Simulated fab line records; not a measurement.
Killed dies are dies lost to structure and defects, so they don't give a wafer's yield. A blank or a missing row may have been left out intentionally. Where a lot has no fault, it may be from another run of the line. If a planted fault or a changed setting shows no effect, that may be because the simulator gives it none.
fab line records -- flow sky130
record lots=6, wafers=18, lastDay=50
route steps=708 shown VIA3@576 PAD_OPEN@708
lots that met no fault: taken from a fault-free run of the same line
startH: hours from the record's first day to the start of the lot's first wafer shown -- waitH: how many hours have passed since the lot's step before this one -- " identical to the entry in the row above -- L1.1+2: a row that stands for several wafers -- - no value, or no start was given -- * or withheld: withheld -- < > ~ a bound
route shown NAME@n: NAME is a module with steps in the file, n the number in the route of the first one -- usual: mean/standard deviation of fault-free wafers -- same: alike in all rows -- chamber/n: place in a boat -- sites: readings site by site -- _std_site: their standard deviation -- _edge_site: outer sites' mean less inner sites' -- radiusMm: for every site, how far away it sits from the centre of the wafer -- mask NAME#n: copy n -- behind: the last tool/chamber to shape the wafer -- hold: cause of the lot's hold/its duration in hours/its outcome -- device: whichever transistor did not switch (one of n, p or np) -- end of line: at the end of the route, the tests of the same wafers -- where a step has no rows: the recipe by itself -- killed: at the first sort, the dies lost to defects and structure; wafer yield is something else -- map: a wafer's dies, marking killed ones x, the rest . and places with no die _
set.NAME: the setting the step ran with; set.NAME@STEP: the setting that earlier step ran with -- model.NAME: the simulator's own value behind a step, which no gauge read
lots seen at some steps along the route; tables by step, rows by wafer
services: from which hour (startH, from the record's first day; less than 0 if before it) a tool's chamber was out of use, for how many hours, and why
## steps
# step SKY_VIA3_BOW_MEAS_03
# recipe mode=bow
# usual VIA3_BOW=79/8.5
lot.wafer,tool,chamber,startH,waitH,VIA3_BOW[um]
L233.2,filmMetro-01,-,919.83,0.2,79
L233.5,filmMetro-01,-,919.83,0.2,81
L233.6,filmMetro-01,-,919.83,0.2,79
L240.1,filmMetro-01,-,987.84,0.1,79
L240.4,filmMetro-01,-,987.84,0.1,82
L240.5,filmMetro-01,-,987.84,0.1,78
L243.1,filmMetro-01,-,997.24,0.1,60
L243.2,filmMetro-01,-,997.24,0.1,78
L243.5,filmMetro-01,-,997.24,0.1,70
L248.1,filmMetro-02,-,1035.81,0.2,83
L248.4,filmMetro-02,-,1035.81,0.2,73
L248.5,filmMetro-02,-,1035.81,0.2,81
L251.1,filmMetro-01,-,1044.82,0.2,81
L251.3,filmMetro-01,-,1044.82,0.2,77
L251.6,filmMetro-01,-,1044.82,0.2,77
L253.1,filmMetro-01,-,1059.47,0.3,75
L253.4,filmMetro-01,-,1059.47,0.3,82
L253.5,filmMetro-01,-,1059.47,0.3,72
# step SKY_VIA3_DEHYDRATE_04
# recipe tempC=200, timeS=60
# step SKY_VIA3_HMDS_05
# recipe primeTimeS=60, primeTempC=120
# step SKY_VIA3_COAT_06
# recipe resist=BARC, tempC=withheld, timeS=withheld, spinRpm=3000, resistThkNm=60
# step SKY_VIA3_COAT_07
# recipe resist=KrF-thick, spinRpm=3000, resistThkNm=450
# step SKY_VIA3_SOFTBAKE_08
# recipe tempC=100, timeS=90, resist=KrF-thick
# step SKY_VIA3_EXPOSE_09
# recipe maskId=VIM3, na=0.8, sourceShape=annular, sigmaInner=0.55, sigmaOuter=0.85, targetCdNm=200, doseMj=38
# step SKY_VIA3_PEB_10
# recipe pebTempC=withheld, pebTimeS=withheld, resist=KrF-thick
# step SKY_VIA3_DEVELOP_11
# recipe developTimeS=60, resist=KrF-thick, devTempC=21
# step SKY_VIA3_CD_MEAS_12
# recipe targetCdNm=200
# usual cdNm=200.2/1.6
lot.wafer,tool,chamber,startH,waitH,cdNm
L233.2,cdSem-01,-,943.91,-,200.4
L233.5,cdSem-01,-,943.91,-,200.2
L233.6,cdSem-01,-,943.91,-,200.0
L240.1,cdSem-02,-,1010.86,-,199.3
L240.4,cdSem-02,-,1010.86,-,200.2
L240.5,cdSem-02,-,1010.86,-,200.1
L243.1,cdSem-02,-,1020.21,-,201.4
L243.2,cdSem-02,-,1020.21,-,201.6
L243.5,cdSem-02,-,1020.21,-,200.6
L248.1,cdSem-01,-,1057.46,-,200.7
L248.4,cdSem-01,-,1057.46,-,201.5
L248.5,cdSem-01,-,1057.46,-,201.7
L251.1,cdSem-02,-,1066.51,-,202.3
L251.3,cdSem-02,-,1066.51,-,202.1
L251.6,cdSem-02,-,1066.51,-,201.3
L253.1,cdSem-02,-,1080.16,-,198.6
L253.4,cdSem-02,-,1080.16,-,199.8
L253.5,cdSem-02,-,1080.16,-,200.1
# step SKY_VIA3_OVL_MEAS_13
# usual VIA3_OVL=1/5.8
lot.wafer,tool,chamber,startH,waitH,VIA3_OVL[nm]
L233.2,overlay-02,-,944.01,0.1,5
L233.5,overlay-02,-,944.01,0.1,4
L233.6,overlay-02,-,944.01,0.1,7
L240.1,overlay-02,-,1010.98,0.1,13
L240.4,overlay-02,-,1010.98,0.1,2
L240.5,overlay-02,-,1010.98,0.1,2
L243.1,overlay-02,-,1020.33,0.1,9
L243.2,overlay-02,-,1020.33,0.1,1
L243.5,overlay-02,-,1020.33,0.1,5
L248.1,overlay-01,-,1057.58,0.1,9
L248.4,overlay-01,-,1057.58,0.1,-2
L248.5,overlay-01,-,1057.58,0.1,8
L251.1,overlay-02,-,1066.63,0.1,4
L251.3,overlay-02,-,1066.63,0.1,1
L251.6,overlay-02,-,1066.63,0.1,2
L253.1,overlay-02,-,1080.28,0.1,-1
L253.4,overlay-02,-,1080.28,0.1,-2
L253.5,overlay-02,-,1080.28,0.1,5
# step SKY_VIA3_ETCH_14
# recipe chemistry=N2/H2, target=BARC, ionEnergyEv=200, sourceW=500, biasW=100, pressureMtorr=30, n2FlowSccm=100, h2FlowSccm=200, stopOn=SiO2, timeS=45.9, targetDepthA=600
# usual biasW=100.02/0.28, drypumpMotorCurrentA=5.8/0.4, oesProductAu=0.855/0.0047, throttleValvePct=13.225/0.0083
lot.wafer,tool,chamber,startH,waitH,biasW,drypumpMotorCurrentA,oesProductAu,rfHoursCounterH,throttleValvePct
L233.2,rieDiel-03,0,944.04,0.0,100.21,5.1,0.854,6,13.217
L233.5,rieDiel-03,1,944.04,0.0,99.98,6.3,0.851,-,13.214
L233.6,rieDiel-03,2,944.04,0.0,100.59,5.7,0.854,-,13.225
L240.1,rieDiel-03,0,1011.02,0.0,99.29,5.1,0.855,8,13.242
L240.4,rieDiel-03,2,1011.02,0.0,100.07,5.7,0.862,17,13.223
L240.5,rieDiel-03,0,1011.02,0.0,99.37,5.1,0.852,-,13.222
L243.1,rieDiel-03,2,1020.37,0.0,100.17,5.7,0.856,17,13.203
L243.2,rieDiel-03,3,1020.37,0.0,99.78,5.6,0.858,26,13.214
L243.5,rieDiel-03,0,1020.37,0.0,100.19,5.1,0.847,-,13.235
L248.1,rieDiel-01,3,1057.62,0.0,100.02,5.3,0.859,26,13.231
L248.4,rieDiel-01,1,1057.62,0.0,99.56,5.8,0.854,-,13.230
L248.5,rieDiel-01,3,1057.62,0.0,100.34,5.3,0.857,-,13.231
L251.1,rieDiel-02,1,1066.66,0.0,100.22,5.8,0.857,22,13.222
L251.3,rieDiel-02,0,1066.66,0.0,99.86,5.2,0.857,3,13.237
L251.6,rieDiel-02,2,1066.66,0.0,99.91,6.4,0.858,-,13.223
L253.1,rieDiel-02,1,1080.32,0.0,99.47,5.8,0.858,22,13.225
L253.4,rieDiel-02,2,1080.32,0.0,100.24,6.5,0.855,24,13.225
L253.5,rieDiel-02,0,1080.32,0.0,100.17,5.2,0.862,-,13.222
# step SKY_VIA3_ETCH_15
# recipe target=SiO2, chemistry=C4F8/O2/Ar, targetDepthNm=507, stopOn=TiN, maskMaterial=KrF-thick, sourceW=1500, biasW=1200, pressureMtorr=40, c4f8FlowSccm=withheld, O2_flow_sccm=6, Ar_flow_sccm=300, timeS=78
# usual biasW=1200/3.2, oesProductAu=0.946/0.005
lot.wafer,tool,chamber,startH,waitH,biasW,oesProductAu,rfHoursCounterH
L233.2,rieDiel-03,0,944.08,0.0,1200,0.947,6
L233.5,rieDiel-03,1,944.08,0.0,1202,0.945,-
L233.6,rieDiel-03,2,944.08,0.0,1204,0.953,-
L240.1,rieDiel-03,0,1011.06,0.0,1166,0.945,8
L240.4,rieDiel-03,2,1011.06,0.0,1163,0.944,17
L240.5,rieDiel-03,0,1011.06,0.0,1160,0.935,-
L243.1,rieDiel-03,2,1020.41,0.0,1164,0.954,17
L243.2,rieDiel-03,3,1020.41,0.0,1162,0.946,26
L243.5,rieDiel-03,0,1020.41,0.0,1166,0.943,-
L248.1,rieDiel-01,3,1057.66,0.0,1200,0.947,26
L248.4,rieDiel-01,1,1057.66,0.0,1201,0.947,-
L248.5,rieDiel-01,3,1057.66,0.0,1197,0.942,-
L251.1,rieDiel-02,1,1066.70,0.0,1199,0.950,22
L251.3,rieDiel-02,0,1066.70,0.0,1198,0.945,3
L251.6,rieDiel-02,2,1066.70,0.0,1200,0.943,-
L253.1,rieDiel-02,1,1080.36,0.0,1200,0.957,22
L253.4,rieDiel-02,2,1080.36,0.0,1203,0.941,24
L253.5,rieDiel-02,0,1080.36,0.0,1200,0.934,-
# step SKY_VIA3_STRIP_16
# recipe chemistry=O2/N2, powerW=1400, pressureMtorr=1500, platenTempC=withheld, o2FlowSccm=3000, n2FlowSccm=300, overashFraction=0.5
# usual drypumpMotorCurrentA=5.6/0.4, oesProductAu=0.402/0.005, stripTimeToEndpointS=4.135/0.024
lot.wafer,tool,chamber,startH,waitH,drypumpMotorCurrentA,oesProductAu,rfHoursCounterH,stripTimeToEndpointS
L233.2,plasmaAsher-03,1,944.14,0.0,5.5,0.393,111,4.104
L233.5,plasmaAsher-03,1,944.14,0.0,5.5,0.409,-,4.138
L233.6,plasmaAsher-03,0,944.14,0.0,6.1,0.397,-,4.129
L240.1,plasmaAsher-01,1,1011.12,0.0,6.0,0.413,26,4.181
L240.4,plasmaAsher-01,0,1011.12,0.0,5.4,0.405,-,4.156
L240.5,plasmaAsher-01,0,1011.12,0.0,5.4,0.409,-,4.166
L243.1,plasmaAsher-03,0,1020.47,0.0,6.1,0.401,118,4.149
L243.2,plasmaAsher-03,1,1020.47,0.0,5.5,0.409,118,4.145
L243.5,plasmaAsher-03,1,1020.47,0.0,5.5,0.406,-,4.156
L248.1,plasmaAsher-01,0,1057.72,0.0,5.4,0.403,31,4.157
L248.4,plasmaAsher-01,1,1057.72,0.0,6.0,0.403,-,4.138
L248.5,plasmaAsher-01,1,1057.72,0.0,6.0,0.405,-,4.140
L251.1,plasmaAsher-04,1,1066.76,0.0,4.7,0.404,95,4.119
L251.3,plasmaAsher-04,0,1066.76,0.0,5.2,0.403,-,4.136
L251.6,plasmaAsher-04,0,1066.76,0.0,5.2,0.404,-,4.147
L253.1,plasmaAsher-01,0,1080.42,0.0,5.4,0.402,34,4.094
L253.4,plasmaAsher-01,0,1080.42,0.0,5.4,0.390,-,4.151
L253.5,plasmaAsher-01,1,1080.42,0.0,6.0,0.403,-,4.158
# step SKY_PAD_OPEN_PROBE_99
# usual defectLimitedYield=82.5/1.8, killed_at_M0_to_M3=42/6.6, killed_at_M4_up=3.0/1.8, killedAtContacts=25/5.1, killedAtFrontEnd=15/4.4, killedAtOther=0.3/0.56, killedDies=86/8.6, killedOpen=47/6.9, killedShort=38/6, sort_bin_3_pad_short=0.8/0.42, sort_bin_5_function=10.6/1.5, sort_bin_6_memory=6.1/1.1, sortNPass=406/8.6, sortYieldPct=82.5/1.8
# same grossDies=492, killedAtBackSide=0, sort_bin_4_leakage[%]=0, sort_bin_8_speed[%]=0
lot.wafer,tool,chamber,startH,waitH,defectLimitedYield[%],killed_at_M0_to_M3,killed_at_M4_up,killedAtContacts,killedAtFrontEnd,killedAtOther,killedDies,killedOpen,killedShort,sort_bin_3_pad_short[%],sort_bin_5_function[%],sort_bin_6_memory[%],sortNPass,sortYieldPct[%]
L233.2,prober-02,-,1087.41,0.1,83.5,40,1,26,14,0,81,48,33,0.4,9.3,6.7,411,83.5
L233.5,prober-02,-,1087.56,0.2,83.1,48,3,27,5,0,83,44,39,0.8,8.3,7.7,409,83.1
L233.6,prober-02,-,1087.61,0.2,80.5,53,2,26,15,0,96,59,37,0.8,11.8,6.9,396,80.5
L243.1,prober-02,-,1152.63,0.1,85.0,36,3,23,11,1,74,39,35,0.2,8.5,6.3,418,85.0
L243.2,prober-02,-,1152.68,0.1,80.1,55,4,23,15,1,98,45,53,0.6,11.6,7.7,394,80.1
L243.5,prober-02,-,1152.83,0.2,82.3,41,4,22,20,0,87,47,40,1.0,11.0,5.7,405,82.3
L248.1,prober-01,-,1180.65,0.1,84.3,41,3,19,14,0,77,36,40,0.8,10.0,4.9,415,84.3
L248.4,prober-01,-,1180.80,0.2,85.2,35,4,26,8,0,73,43,30,0.8,8.5,5.5,419,85.2
L248.5,prober-01,-,1180.85,0.2,81.5,49,3,26,13,0,91,66,24,0.2,11.8,6.5,401,81.5
L253.1,prober-02,-,1198.53,0.1,85.4,32,4,21,15,0,72,31,41,1.8,8.5,4.3,420,85.4
L253.4,prober-02,-,1198.68,0.2,80.9,48,3,25,18,0,94,53,41,0.6,10.8,7.7,398,80.9
L253.5,prober-02,-,1198.73,0.2,82.5,44,4,30,7,1,86,50,36,1.0,9.8,6.7,406,82.5
# killed by level:class
L233.2 LI_CONTACT:geometricParticle:open=9 VIA1:geometricParticle:open=9 CONTACT:geometricParticle:open=8 VIA3:geometricParticle:open=7 POLY_GATE:geometricParticle:short=5 FIELD_ISO:geometricParticle:open=4 METAL3:geometricParticle:short=4 LI_CONTACT:geometricParticle:short=3
L233.5 LI_CONTACT:geometricParticle:open=13 VIA1:geometricParticle:open=12 METAL2:geometricParticle:short=7 VIA3:geometricParticle:open=6 LI_CONTACT:geometricParticle:short=6 VIA1:geometricParticle:short=6 CONTACT:geometricParticle:open=5 METAL1:geometricParticle:short=5
L233.6 VIA1:geometricParticle:open=19 CONTACT:geometricParticle:open=10 LI_CONTACT:geometricParticle:open=9 FIELD_ISO:geometricParticle:short=6 VIA3:geometricParticle:open=6 VIA1:geometricParticle:short=6 METAL1:geometricParticle:short=5 VIA3:geometricParticle:short=4
L243.1 CONTACT:geometricParticle:open=11 CONTACT:geometricParticle:short=7 VIA1:geometricParticle:open=7 VIA2:geometricParticle:short=6 METAL3:geometricParticle:short=6 VIA3:geometricParticle:open=5 FIELD_ISO:geometricParticle:open=3 METAL1:geometricParticle:short=3
L243.2 METAL1:geometricParticle:short=13 VIA3:geometricParticle:open=9 LI_CONTACT:geometricParticle:open=7 CONTACT:geometricParticle:open=7 VIA1:geometricParticle:open=6 METAL2:geometricParticle:short=6 VIA2:geometricParticle:open=6 POLY_GATE:geometricParticle:short=5
L243.5 VIA2:geometricParticle:open=11 VIA1:geometricParticle:open=10 CONTACT:geometricParticle:open=9 POLY_GATE:geometricParticle:open=6 CONTACT:geometricParticle:short=6 POLY_GATE:geometricParticle:short=5 METAL2:geometricParticle:short=5 FIELD_ISO:geometricParticle:short=4
L248.1 METAL2:geometricParticle:short=9 CONTACT:geometricParticle:open=6 VIA2:geometricParticle:open=6 CONTACT:geometricParticle:short=4 METAL1:geometricParticle:short=4 VIA2:geometricParticle:short=4 VIA1:geometricParticle:open=4 VIA3:geometricParticle:open=4
L248.4 CONTACT:geometricParticle:open=13 LI_CONTACT:geometricParticle:open=8 METAL2:geometricParticle:short=8 VIA1:geometricParticle:open=7 METAL1:geometricParticle:short=5 VIA3:geometricParticle:open=4 CONTACT:geometricParticle:short=3 METAL4:geometricParticle:short=3
L248.5 CONTACT:geometricParticle:open=15 VIA1:geometricParticle:open=11 VIA3:geometricParticle:open=10 LI_CONTACT:geometricParticle:open=7 VIA2:geometricParticle:open=7 FIELD_ISO:geometricParticle:open=6 METAL1:geometricParticle:short=6 VIA3:geometricParticle:short=4
L253.1 FIELD_ISO:geometricParticle:open=8 LI_CONTACT:geometricParticle:open=6 METAL1:geometricParticle:short=6 LOCAL_INTERCONNECT:geometricParticle:short=5 CONTACT:geometricParticle:open=5 VIA2:geometricParticle:open=4 VIA1:geometricParticle:open=4 CONTACT:geometricParticle:short=4
L253.4 VIA1:geometricParticle:open=13 CONTACT:geometricParticle:open=9 FIELD_ISO:geometricParticle:open=7 VIA3:geometricParticle:open=7 LOCAL_INTERCONNECT:geometricParticle:short=6 VIA1:geometricParticle:short=5 VIA2:geometricParticle:open=5 CONTACT:geometricParticle:short=4
L253.5 VIA1:geometricParticle:open=15 CONTACT:geometricParticle:short=8 VIA2:geometricParticle:open=8 LI_CONTACT:geometricParticle:open=7 CONTACT:geometricParticle:open=6 METAL2:geometricParticle:short=4 VIA3:geometricParticle:short=4 LI_CONTACT:geometricParticle:short=3
## services
tool,chamber,startH,hours,kind
rieDiel-02,3,963.04,4.5,repair
rieDiel-02,0,967.56,-,clean
rieDiel-02,0,967.56,21.3,scheduledDown
rieDiel-02,0,967.56,21.3,ventCycle
rieDiel-01,0,993.26,65.1,repair
rieDiel-01,3,1014.69,4.4,repair
plasmaAsher-03,-,1015.61,2.8,pm
plasmaAsher-01,-,1041.87,2.8,pm
rieDiel-03,-,1043.62,2.8,pm
plasmaAsher-03,-,1053.02,14.6,pm
rieDiel-01,-,1061.25,0.3,repair
plasmaAsher-03,-,1067.62,9.0,pm
plasmaAsher-03,0,1067.62,9.0,ventCycle
plasmaAsher-03,1,1067.62,9.0,ventCycle
plasmaAsher-03,0,1076.62,-,clean
plasmaAsher-03,1,1076.62,-,clean
## key
firstSign step=SKY_VIA3_ETCH_15, reading=biasW, direction=down, sigmas=11, usual=1200, struck=1164
effect none on later readings
metAt SKY_VIA3_ETCH_15
struckWafers L240.1,L240.4,L240.5,L243.1,L243.2,L243.5
onsetBetween 944.08 1011.06
fault kind=processParameterDrift, tool=rieDiel-03, chamber=-, onsetH=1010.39, steps=SKY_VIA3_ETCH_15, channel=biasW, offset=-37.127, shape=step, endH=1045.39, actsIn=theseRecipesOnly, stated=1200
